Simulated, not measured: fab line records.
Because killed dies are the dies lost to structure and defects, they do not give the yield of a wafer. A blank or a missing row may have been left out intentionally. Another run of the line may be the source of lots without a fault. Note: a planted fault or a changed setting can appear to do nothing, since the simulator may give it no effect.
Matching of chambers    flow gf180mcu    rie_diel-02 running GF_V2_ETCH_16: 4 sister chambers
The step etches BARC in N2/H2. 8 wafers are shown with their chamber, then 12 later ones without.

WAFERS PAIRED WITH THEIR CHAMBERS
wafer   chamber  oes_product_au (a.u.)  throttle_valve_pct (%)
L088.4  2        0.853                  13.222
L089.2  2        0.848                  13.231
L089.6  0        0.857                  13.233
L091.5  3        0.851                  13.240
L091.6  0        0.852                  13.236
L092.1  3        0.854                  13.225
L092.2  1        0.864                  13.214
L092.5  1        0.852                  13.235

WAFERS WITH NO CHAMBER GIVEN
wafer   oes_product_au (a.u.)  throttle_valve_pct (%)
L093.3  0.855                  13.217
L093.4  0.851                  13.202
L093.6  0.856                  13.233
L095.2  0.855                  13.218
L095.3  0.846                  13.222
L095.4  0.856                  13.219
L096.2  0.858                  13.220
L096.3  0.854                  13.221
L096.4  0.853                  13.228
L097.1  0.863                  13.228
L097.2  0.863                  13.218
L097.6  0.852                  13.225

WHICH CHAMBER EACH ONE RAN IN
wafer   from the rows above                in truth
L093.3  can't be placed: 1 or 2 or 3 or 0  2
L093.4  can't be placed: 2 or 1 or 3 or 0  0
L093.6  can't be placed: 0 or 3 or 1 or 2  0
L095.2  can't be placed: 1 or 2 or 3 or 0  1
L095.3  can't be placed: 2 or 3 or 0 or 1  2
L095.4  can't be placed: 1 or 2 or 3 or 0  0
L096.2  can't be placed: 1 or 2 or 0 or 3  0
L096.3  can't be placed: 1 or 2 or 3 or 0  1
L096.4  can't be placed: 3 or 2 or 0 or 1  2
L097.1  can't be placed: 1 or 0 or 3 or 2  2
L097.2  can't be placed: 1 or 0 or 3 or 2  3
L097.6  can't be placed: 2 or 3 or 0 or 1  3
0 of 12 placed correctly. From these rows, 12 cannot be placed; in 12 the true chamber is one of the candidates. Wrongly placed: 0.
How it was worked out, from the rows above alone: a wafer's distance from a chamber is the root of the sum, over the readings, of the square of ((its reading less the chamber's mean) divided by the reading's scatter). If the next closest chamber is less than 2 further off than the closest, the wafer can't be placed; otherwise it belongs to the closest. The mean given for a chamber averages the wafers shown for that chamber. The scatter: the root of (the sum of the squares of (reading less its chamber's mean) over the shown wafers, divided by (wafers less chambers)).
